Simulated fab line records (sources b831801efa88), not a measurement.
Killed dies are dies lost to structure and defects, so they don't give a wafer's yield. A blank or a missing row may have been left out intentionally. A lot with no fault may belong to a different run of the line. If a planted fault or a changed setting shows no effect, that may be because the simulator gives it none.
fab line records | flow sky130
record lots=10 wafers=30 last-day=50
route steps=708 shown METAL3@536 CAPM@537 PAD_OPEN@708
lots with no fault: from the same line, run without faults
start-h: start of the lot's first displayed wafer, in hours after the record's first day | wait-h: time in hours since the lot's previous step | " identical to the entry in the row above | L1.1+2: a row that stands for several wafers | - no value, or no start given | * or withheld: withheld | < > ~ a bound
route shown NAME@n: a module of which the file shows steps, and the number in the route of the first | usual: mean and standard deviation over wafers with no fault | same: alike in all rows | chamber/n: place in a boat | sites: the reading at each site | _std_site: their standard deviation | _edge_site: the outer-site mean with the inner-site mean subtracted | radius-mm: how far each site lies from the wafer's centre | mask NAME#n: copy n | behind: the last tool/chamber to shape the wafer | hold: reason for holding the lot/hours on hold/outcome of the hold | device: whichever transistor did not switch (one of n, p or np) | end of line: tests run on the same wafers once the route is complete | step lacking rows: just its recipe | killed: dies that structure and defects cost at the first sort, which is not the same as the wafer's yield | map: dies across one wafer; x = killed, . = not, _ = none there
set.NAME: setting as actually run; set.NAME@STEP: the setting as run at that earlier step | model.NAME: the simulator's own value behind a step, which no gauge read
the route's steps for a sample of lots (tables are steps, rows are wafers)
services: a tool's chamber out of use, with start hour (start-h, from the record's first day; less than 0 if before it), hours out, and reason
## steps
# step SKY_METAL3_SPUTTER_04
# recipe material=TiN target-thk-nm=70 power-w=6500 time-s=58.3 chamber-pressure-pa=0.4
# usual throttle-valve-pct=30.5/0.76
# columns lot.wafer tool chamber start-h wait-h throttle-valve-pct
L309.2 pvd-sputter-02 - 856.31 0.0 28.6
L309.3 " - " " 30.9
L309.4 " - " " 30.3
L312.1 pvd-sputter-03 - 899.04 0.0 31.5
L312.5 " - " " 31.3
L312.6 " - " " 29.7
L316.4 pvd-sputter-03 - 932.70 0.0 30.0
L316.5 " - " " 31.3
L316.6 " - " " 31.2
L318.1 pvd-sputter-01 - 935.52 0.0 30.5
L318.4 " - " " 30.6
L318.6 " - " " 29.9
L322.1 pvd-sputter-03 - 967.86 0.0 31.3
L322.2 " - " " 29.9
L322.4 " - " " 30.9
L324.2 pvd-sputter-02 - 975.06 0.0 30.5
L324.4 " - " " 28.4
L324.5 " - " " 29.8
L325.1 pvd-sputter-03 - 978.20 0.0 30.7
L325.4 " - " " 30.0
L325.5 " - " " 30.6
L326.1 pvd-sputter-03 - 980.53 0.0 31.2
L326.3 " - " " 30.7
L326.4 " - " " 29.7
L328.1 pvd-sputter-01 - 998.00 0.0 30.6
L328.5 " - " " 29.9
L328.6 " - " " 30.6
L331.2 pvd-sputter-01 - 1011.62 0.0 30.0
L331.5 " - " " 30.7
L331.6 " - " " 30.5
# step SKY_CAPM_CVD_00
# recipe material=SiO2 target-thk-nm=15.5 temp-c=400 time-s=withheld rf-w=450
# usual heater-power-w=724/94 rf-fwd-power-W=441.3/2.5
# columns lot.wafer tool chamber start-h wait-h heater-power-w rf-fwd-power-W
L309.2 pecvd-01 2 856.36 0.0 667 441.0
L309.3 " 0 " " 791 438.4
L309.4 " 0 " " 775 439.0
L312.1 pecvd-01 1 899.09 0.0 756 442.6
L312.5 " 0 " " 759 439.0
L312.6 " 2 " " 621 443.4
L316.4 pecvd-02 1 932.76 0.0 843 442.7
L316.5 " 2 " " 526 438.5
L316.6 " 0 " " 736 441.1
L318.1 pecvd-01 2 935.57 0.0 635 443.6
L318.4 " 0 " " 644 437.4
L318.6 " 2 " " 637 443.4
L322.1 pecvd-01 1 967.91 0.0 871 443.1
L322.2 " 2 " " 709 446.2
L322.4 " 0 " " 766 440.9
L324.2 pecvd-04 0 975.11 0.0 750 437.4
L324.4 " 1 " " 762 443.7
L324.5 " 0 " " 738 439.0
L325.1 pecvd-02 2 978.25 0.0 608 436.8
L325.4 " 2 " " 606 437.7
L325.5 " 0 " " 693 441.1
L326.1 pecvd-01 2 980.58 0.0 704 444.3
L326.3 " 0 " " 753 440.7
L326.4 " 1 " " 909 443.2
L328.1 pecvd-04 0 998.05 0.0 773 438.7
L328.5 " 1 " " 743 444.3
L328.6 " 0 " " 763 438.9
L331.2 pecvd-02 2 1011.67 0.0 584 440.0
L331.5 " 1 " " 852 441.5
L331.6 " 0 " " 742 440.4
# step SKY_CAPM_THK_MEAS_01
# recipe reads=SiO2_of_CAPM_CVD_00
# usual CAPM_CVD_00_THK=15.54/0.21
# columns lot.wafer tool chamber start-h wait-h CAPM_CVD_00_THK[nm]
L309.2 film-metro-01 - 856.39 - 14.95
L309.3 " - " " 15.14
L309.4 " - " " 15.32
L312.1 film-metro-01 - 899.11 - 15.40
L312.5 " - " " 15.52
L312.6 " - " " 15.52
L316.4 film-metro-02 - 932.80 - 15.99
L316.5 " - " " 16.05
L316.6 " - " " 16.03
L318.1 film-metro-02 - 935.59 - 15.36
L318.4 " - " " 15.77
L318.6 " - " " 15.59
L322.1 film-metro-01 - 967.93 - 15.17
L322.2 " - " " 15.41
L322.4 " - " " 15.28
L324.2 film-metro-01 - 975.14 - 15.37
L324.4 " - " " 15.49
L324.5 " - " " 15.47
L325.1 film-metro-02 - 978.27 - 15.31
L325.4 " - " " 15.67
L325.5 " - " " 15.58
L326.1 film-metro-02 - 980.61 - 15.26
L326.3 " - " " 15.54
L326.4 " - " " 15.46
L328.1 film-metro-04 - 998.07 - 15.38
L328.5 " - " " 15.67
L328.6 " - " " 15.81
L331.2 film-metro-02 - 1011.71 - 15.36
L331.5 " - " " 15.52
L331.6 " - " " 15.53
# step SKY_CAPM_SPUTTER_02
# recipe material=TiN target-thk-nm=200 temp-c=300 power-w=6500 time-s=166.7 chamber-pressure-pa=0.4
# usual throttle-valve-pct=30.2/0.7
# columns lot.wafer tool chamber start-h wait-h throttle-valve-pct
L309.2 pvd-sputter-01 - 856.44 0.0 30.2
L309.3 " - " " 30.5
L309.4 " - " " 29.8
L312.1 pvd-sputter-02 - 899.17 0.1 29.8
L312.5 " - " " 30.3
L312.6 " - " " 28.4
L316.4 pvd-sputter-04 - 932.83 0.0 30.2
L316.5 " - " " 30.1
L316.6 " - " " 29.5
L318.1 pvd-sputter-04 - 935.65 0.1 29.6
L318.4 " - " " 30.2
L318.6 " - " " 30.2
L322.1 pvd-sputter-04 - 967.99 0.1 30.2
L322.2 " - " " 30.1
L322.4 " - " " 31.3
L324.2 pvd-sputter-04 - 975.19 0.0 31.2
L324.4 " - " " 30.3
L324.5 " - " " 30.2
L325.1 pvd-sputter-02 - 978.33 0.1 30.0
L325.4 " - " " 28.6
L325.5 " - " " 28.6
L326.1 pvd-sputter-04 - 980.67 0.1 29.8
L326.3 " - " " 29.6
L326.4 " - " " 31.5
L328.1 pvd-sputter-02 - 998.13 0.1 30.5
L328.5 " - " " 28.9
L328.6 " - " " 30.5
L331.2 pvd-sputter-02 - 1011.76 0.0 30.9
L331.5 " - " " 28.7
L331.6 " - " " 30.3
# step SKY_CAPM_RS_MEAS_03
# recipe thk-meas-gauge=four-point-probe reads=TiN_of_CAPM_SPUTTER_02
# usual CAPM_TIN_RS=6.90/0.059
# columns lot.wafer tool chamber start-h wait-h CAPM_TIN_RS[ohm/sq]
L309.2 film-metro-04 - 856.57 0.1 6.95
L309.3 " - " " 6.91
L309.4 " - " " 6.91
L312.1 film-metro-02 - 899.28 0.1 6.92
L312.5 " - " " 6.98
L312.6 " - " " 6.95
L316.4 film-metro-01 - 933.00 0.1 6.83
L316.5 " - " " 6.85
L316.6 " - " " 6.88
L318.1 film-metro-04 - 935.76 0.1 6.87
L318.4 " - " " 6.77
L318.6 " - " " 6.85
L322.1 film-metro-02 - 968.10 0.1 6.93
L322.2 " - " " 6.93
L322.4 " - " " 6.90
L324.2 film-metro-04 - 975.35 0.1 4.37
L324.4 " - " " 4.38
L324.5 " - " " 4.37
L325.1 film-metro-04 - 978.44 0.1 6.71
L325.4 " - " " 6.77
L325.5 " - " " 6.77
L326.1 film-metro-04 - 980.77 0.1 4.38
L326.3 " - " " 4.40
L326.4 " - " " 4.35
L328.1 film-metro-01 - 998.24 0.1 6.96
L328.5 " - " " 6.92
L328.6 " - " " 6.90
L331.2 film-metro-01 - 1011.88 0.1 6.85
L331.5 " - " " 6.85
L331.6 " - " " 6.89
# step SKY_CAPM_THK_MEAS_04
# recipe thk-meas-gauge=xrf reads=TiN_of_CAPM_SPUTTER_02
# usual CAPM_TIN_THK=202.3/1.9
# columns lot.wafer tool chamber start-h wait-h CAPM_TIN_THK[nm]
L309.2 film-metro-04 - 856.68 0.1 199.3
L309.3 " - " " 201.5
L309.4 " - " " 202.1
L312.1 film-metro-02 - 899.40 0.1 202.3
L312.5 " - " " 200.7
L312.6 " - " " 201.7
L316.4 film-metro-01 - 933.09 0.1 204.6
L316.5 " - " " 204.9
L316.6 " - " " 203.7
L318.1 film-metro-04 - 935.88 0.1 202.6
L318.4 " - " " 205.4
L318.6 " - " " 202.8
L322.1 film-metro-02 - 968.22 0.1 200.9
L322.2 " - " " 201.5
L322.4 " - " " 201.7
L324.2 film-metro-04 - 975.46 0.1 314.2
L324.4 " - " " 314.3
L324.5 " - " " 312.7
L325.1 film-metro-04 - 978.56 0.1 205.9
L325.4 " - " " 204.8
L325.5 " - " " 204.6
L326.1 film-metro-04 - 980.89 0.1 313.7
L326.3 " - " " 312.2
L326.4 " - " " 316.6
L328.1 film-metro-01 - 998.36 0.1 201.7
L328.5 " - " " 201.8
L328.6 " - " " 202.3
L331.2 film-metro-01 - 1011.99 0.1 202.2
L331.5 " - " " 203.0
L331.6 " - " " 202.5
# step SKY_CAPM_METAL_ETCH_13
# recipe target-depth-nm=220 stop-on=SiO2 chemistry=Cl2/BCl3 target=TiN pressure-mtorr=10 icp-w=900 bias-w=48.5 Cl2_flow_sccm=60 bcl3-flow-sccm=30 time-s=62.9
# usual drypump-motor-current-A=5.2/0.49 oes-product-au=0.943/0.006 rf-fwd-power-W=892/3.2 throttle-valve-pct=21.901/0.0095
# columns lot.wafer tool chamber start-h wait-h drypump-motor-current-A oes-product-au rf-fwd-power-W rf-hours-counter-h throttle-valve-pct
L309.2 rie-metal-01 1 882.11 0.0 4.7 0.944 897 - 21.902
L309.3 " 1 " " 4.6 0.944 896 - 21.896
L309.4 " 1 " " 4.7 0.942 892 - 21.903
L312.1 rie-metal-03 0 924.64 0.0 6.1 0.950 890 2 21.906
L312.5 " 1 " " 5.2 0.944 896 - 21.909
L312.6 " 0 " " 6.1 0.943 887 - 21.901
L316.4 rie-metal-04 0 956.95 0.0 5.7 0.951 888 - 21.886
L316.5 " 0 " " 5.7 0.946 887 - 21.894
L316.6 " 1 " " 5.1 0.938 893 - 21.901
L318.1 rie-metal-01 0 959.62 0.0 5.0 0.943 895 2 21.896
L318.4 " 0 " " 5.0 0.946 894 - 21.886
L318.6 " 1 " " 4.7 0.945 896 - 21.897
L322.1 rie-metal-01 0 991.58 0.0 5.0 0.933 891 4 21.919
L322.2 " 1 " " 4.7 0.950 895 17 21.906
L322.4 " 1 " " 4.7 0.950 893 - 21.912
L324.2 rie-metal-03 0 998.65 0.0 6.0 0.994 888 6 21.856
L324.4 " 1 " " 5.2 1.005 894 - 21.847
L324.5 " 1 " " 5.1 1.002 893 - 21.860
L325.1 rie-metal-01 0 1001.28 0.0 5.0 0.949 891 5 21.903
L325.4 " 1 " " 4.7 0.955 895 - 21.899
L325.5 " 0 " " 5.0 0.952 892 - 21.898
L326.1 rie-metal-01 0 1003.78 0.0 5.0 0.990 887 5 21.872
L326.3 " 0 " " 5.0 1.000 887 - 21.864
L326.4 " 1 " " 4.7 0.995 894 - 21.846
L328.1 rie-metal-01 0 1021.08 0.0 5.0 0.941 893 5 21.899
L328.5 " 0 " " 5.0 0.943 895 - 21.907
L328.6 " 1 " " 4.7 0.947 893 - 21.902
L331.2 rie-metal-04 0 1034.05 0.0 5.8 0.940 893 20 21.905
L331.5 " 0 " " 5.8 0.948 888 - 21.903
L331.6 " 1 " " 5.0 0.941 896 - 21.901
# step SKY_PAD_OPEN_PROBE_99
# usual defect-limited-yield=82.6/1.9 killed_at_M0_to_M3=43/6.9 killed_at_M4_up=3.0/1.8 killed-at-contacts=24/4.8 killed-at-front-end=15/4.5 killed-at-other=0.4/0.67 killed-dies=86/9.2 killed-on-rim=17/3.5 killed-open=46/6.9 killed-short=39/6 sort_bin_3_pad_short=0.8/0.39 sort_bin_5_function=10.2/1.3 sort_bin_6_memory=6.3/1.2 sort-n-pass=406/9.2 sort-yield-pct=82.6/1.9
# same gross-dies=492 killed-at-back-side=0 sort_bin_4_leakage[%]=0 sort_bin_8_speed[%]=0
# columns lot.wafer tool chamber start-h wait-h defect-limited-yield[%] killed_at_M0_to_M3 killed_at_M4_up killed-at-contacts killed-at-front-end killed-at-other killed-dies killed-on-rim killed-open killed-short sort_bin_3_pad_short[%] sort_bin_5_function[%] sort_bin_6_memory[%] sort-n-pass sort-yield-pct[%]
L322.1 prober-01 - 1167.52 0.1 84.1 35 2 25 15 1 78 11 49 29 0.8 9.6 5.5 414 84.1
L322.2 prober-01 - 1167.57 0.1 82.3 43 4 32 7 1 87 15 37 50 0.6 10.0 7.1 405 82.3
L322.4 prober-01 - 1167.67 0.2 82.1 50 3 21 13 1 88 19 54 34 0 11.0 6.9 404 82.1
L324.2 prober-01 - 1174.52 0.1 0 36 1 28 12 415 492 96 43 34 85.2 9.1 5.7 0 0
L324.4 prober-01 - 1174.62 0.2 0 44 2 22 19 405 492 96 45 42 83.3 10.6 6.1 0 0
L324.5 prober-01 - 1174.67 0.2 0 46 1 26 13 406 492 96 52 36 83.1 11.0 5.9 0 0
L325.1 prober-02 - 1176.96 0.1 83.9 42 2 20 15 0 79 15 46 33 1.2 9.8 5.1 413 83.9
L325.4 prober-02 - 1177.11 0.2 83.3 48 2 21 11 0 82 15 47 35 1.6 7.9 7.1 410 83.3
L325.5 prober-02 - 1177.16 0.2 83.3 49 2 19 12 0 82 18 40 42 1.0 9.8 5.9 410 83.3
L326.1 prober-01 - 1178.70 0.1 0 45 5 27 13 402 492 96 50 37 82.9 10.6 6.5 0 0
L326.3 prober-01 - 1178.80 0.2 0 43 3 24 9 413 492 96 40 39 85.0 11.6 3.5 0 0
L326.4 prober-01 - 1178.85 0.2 0 43 1 28 17 403 492 96 55 33 82.3 11.6 6.1 0 0
L328.1 prober-01 - 1189.91 0.1 82.3 45 2 27 13 0 87 18 48 38 0.2 8.9 8.5 405 82.3
L328.5 prober-01 - 1190.11 0.2 83.5 47 1 22 10 1 81 17 32 49 0.8 9.6 6.1 411 83.5
L328.6 prober-01 - 1190.16 0.2 80.9 45 3 26 20 0 94 16 47 47 1.6 12.6 4.9 398 80.9
L331.2 prober-02 - 1199.89 0.1 82.3 39 2 26 19 1 87 20 39 46 1.6 11.0 5.1 405 82.3
L331.5 prober-02 - 1200.04 0.2 80.5 48 1 27 19 1 96 17 52 44 0.8 11.2 7.5 396 80.5
L331.6 prober-02 - 1200.09 0.2 86.4 32 3 18 14 0 67 13 39 28 1.0 8.9 3.7 425 86.4
# killed by level:class
L322.1 CONTACT:geometric-particle:open=10 VIA3:geometric-particle:open=7 VIA1:geometric-particle:open=7 METAL2:geometric-particle:short=5 POLY_GATE:geometric-particle:short=4 FIELD_ISO:geometric-particle:open=4 POLY_GATE:geometric-particle:open=4 LI_CONTACT:geometric-particle:open=4
L322.2 VIA1:geometric-particle:open=12 CONTACT:geometric-particle:open=10 CONTACT:geometric-particle:short=8 VIA1:geometric-particle:short=7 LI_CONTACT:geometric-particle:open=6 METAL1:geometric-particle:short=6 VIA2:geometric-particle:open=4 METAL2:geometric-particle:short=4
L322.4 VIA1:geometric-particle:open=21 CONTACT:geometric-particle:open=7 VIA2:geometric-particle:open=6 VIA2:geometric-particle:short=5 LI_CONTACT:geometric-particle:open=5 CONTACT:geometric-particle:short=4 VIA3:geometric-particle:open=4 FIELD_ISO:geometric-particle:short=3
L324.2 CAPM:area-etch=414 CONTACT:geometric-particle:open=14 VIA2:geometric-particle:open=7 VIA1:geometric-particle:open=7 LOCAL_INTERCONNECT:geometric-particle:short=6 METAL2:geometric-particle:short=6 LI_CONTACT:geometric-particle:open=5 VIA1:geometric-particle:short=5
L324.4 CAPM:area-etch=405 METAL1:geometric-particle:short=9 VIA1:geometric-particle:open=8 VIA2:geometric-particle:open=7 LI_CONTACT:geometric-particle:open=6 VIA3:geometric-particle:open=6 CONTACT:geometric-particle:short=5 CONTACT:geometric-particle:open=5
L324.5 CAPM:area-etch=404 VIA1:geometric-particle:open=13 LI_CONTACT:geometric-particle:open=11 METAL2:geometric-particle:short=9 CONTACT:geometric-particle:open=6 VIA2:geometric-particle:open=6 METAL2:geometric-particle:open=5 FIELD_ISO:geometric-particle:short=4
L325.1 VIA1:geometric-particle:open=13 VIA2:geometric-particle:open=8 FIELD_ISO:geometric-particle:short=5 VIA3:geometric-particle:open=5 CONTACT:geometric-particle:short=5 CONTACT:geometric-particle:open=5 FIELD_ISO:geometric-particle:open=4 LOCAL_INTERCONNECT:geometric-particle:short=4
L325.4 VIA2:geometric-particle:open=12 VIA3:geometric-particle:open=8 CONTACT:geometric-particle:open=7 VIA2:geometric-particle:short=7 LI_CONTACT:geometric-particle:open=6 METAL1:geometric-particle:short=5 VIA1:geometric-particle:open=5 FIELD_ISO:geometric-particle:open=4
L325.5 VIA1:geometric-particle:open=11 VIA2:geometric-particle:open=8 METAL3:geometric-particle:short=8 CONTACT:geometric-particle:open=7 METAL1:geometric-particle:short=6 LI_CONTACT:geometric-particle:open=5 VIA1:geometric-particle:short=5 FIELD_ISO:geometric-particle:short=4
L326.1 CAPM:area-etch=402 CONTACT:geometric-particle:open=11 VIA1:geometric-particle:open=9 CONTACT:geometric-particle:short=7 VIA1:geometric-particle:short=7 VIA2:geometric-particle:open=7 LI_CONTACT:geometric-particle:open=6 VIA3:geometric-particle:open=4
L326.3 CAPM:area-etch=413 VIA1:geometric-particle:open=14 VIA2:geometric-particle:open=8 CONTACT:geometric-particle:short=6 CONTACT:geometric-particle:open=6 LI_CONTACT:geometric-particle:open=5 METAL1:geometric-particle:short=5 METAL2:geometric-particle:short=5
L326.4 CAPM:area-etch=403 VIA1:geometric-particle:open=15 CONTACT:geometric-particle:open=13 FIELD_ISO:geometric-particle:open=6 VIA1:geometric-particle:short=6 LI_CONTACT:geometric-particle:open=5 CONTACT:geometric-particle:short=5 FIELD_ISO:geometric-particle:short=4
L328.1 VIA1:geometric-particle:open=17 CONTACT:geometric-particle:open=12 VIA1:geometric-particle:short=7 LI_CONTACT:geometric-particle:open=5 POLY_GATE:geometric-particle:open=4 POLY_GATE:geometric-particle:short=4 LOCAL_INTERCONNECT:geometric-particle:short=4 METAL1:geometric-particle:short=4
L328.5 VIA1:geometric-particle:open=13 METAL2:geometric-particle:short=10 CONTACT:geometric-particle:short=8 FIELD_ISO:geometric-particle:short=6 CONTACT:geometric-particle:open=6 LOCAL_INTERCONNECT:geometric-particle:short=5 VIA3:geometric-particle:open=5 VIA1:geometric-particle:short=4
L328.6 CONTACT:geometric-particle:open=11 VIA1:geometric-particle:open=10 POLY_GATE:geometric-particle:short=7 LI_CONTACT:geometric-particle:open=6 FIELD_ISO:geometric-particle:short=5 METAL2:geometric-particle:short=5 METAL1:geometric-particle:short=5 VIA1:geometric-particle:short=5
L331.2 LI_CONTACT:geometric-particle:open=9 METAL1:geometric-particle:short=8 POLY_GATE:geometric-particle:short=7 VIA1:geometric-particle:open=7 CONTACT:geometric-particle:short=6 CONTACT:geometric-particle:open=6 VIA1:geometric-particle:short=6 FIELD_ISO:geometric-particle:short=4
L331.5 VIA1:geometric-particle:open=13 CONTACT:geometric-particle:open=9 METAL2:geometric-particle:short=9 LI_CONTACT:geometric-particle:open=8 METAL1:geometric-particle:short=7 VIA2:geometric-particle:open=7 FIELD_ISO:geometric-particle:short=5 FIELD_ISO:geometric-particle:open=5
L331.6 VIA2:geometric-particle:open=7 LI_CONTACT:geometric-particle:open=6 VIA1:geometric-particle:short=6 METAL2:geometric-particle:short=6 FIELD_ISO:geometric-particle:open=4 VIA1:geometric-particle:open=4 CONTACT:geometric-particle:open=4 VIA3:geometric-particle:open=4
## services
# columns tool chamber start-h hours kind
pvd-sputter-04 3 832.59 - consumable-replace:kit
pvd-sputter-03 - 841.87 4.8 repair
rie-metal-01 0 870.00 - clean
rie-metal-01 0 870.00 28.3 scheduled-down
rie-metal-01 0 870.00 28.3 vent-cycle
pecvd-04 0 886.14 3.6 repair
rie-metal-04 - 887.94 1.4 pm
pvd-sputter-01 - 895.84 12.0 repair
pecvd-04 1 931.73 9.2 repair
pvd-sputter-01 - 942.08 3.2 repair
pvd-sputter-04 - 943.85 4.6 repair
pecvd-01 - 948.82 6.0 pm
pecvd-02 - 953.44 6.0 pm
pvd-sputter-04 - 964.83 0.5 repair
rie-metal-04 0 978.12 3.9 repair
pecvd-01 - 988.74 0.2 repair
pvd-sputter-02 1 990.61 - consumable-replace:kit
pvd-sputter-02 1 990.61 18.0 scheduled-down
pvd-sputter-02 1 990.61 18.0 vent-cycle
rie-metal-01 - 997.18 0.3 repair
pecvd-02 - 1004.43 0.8 repair
pvd-sputter-01 - 1005.36 0.5 repair
rie-metal-04 1 1013.16 6.1 repair
pecvd-01 2 1030.96 5.8 repair
## key
first-sign step=SKY_CAPM_RS_MEAS_03 reading=CAPM_TIN_RS direction=down sigmas=42 usual=6.90 struck=4.37
effect step=SKY_CAPM_THK_MEAS_04 reading=CAPM_TIN_THK direction=up sigmas=60 usual=202.3 struck=313.9
effect step=SKY_CAPM_METAL_ETCH_13 reading=oes-product-au direction=up sigmas=9 usual=0.943 struck=0.998
effect step=SKY_PAD_OPEN_PROBE_99 reading=killed-at-other direction=up sigmas=99+ usual=0.4 struck=407.3
more-kills-born-at SKY_CAPM_METAL_ETCH_13@rie-metal-03=1223 SKY_CAPM_METAL_ETCH_13@rie-metal-01=1218
met-at SKY_CAPM_SPUTTER_02
struck-lots L324,L326
later-rows-left-out L324.2,L324.4,L324.5,L326.1,L326.3,L326.4
not-acting-at SKY_METAL3_SPUTTER_04,SKY_CAPM_CVD_00,SKY_CAPM_THK_MEAS_01
onset-between 967.99 975.19
fault kind=process-parameter-drift tool=pvd-sputter-04 chamber=- onset-h=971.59 steps=SKY_CAPM_SPUTTER_02 channel=target-thk-nm offset=112.65 shape=step end-h=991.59 acts-in=these-recipes-only stated=200
# later-rows-left-out: the simulator's readings of these wafers behind a module that went badly wrong aren't trusted and aren't shown, but for the sort
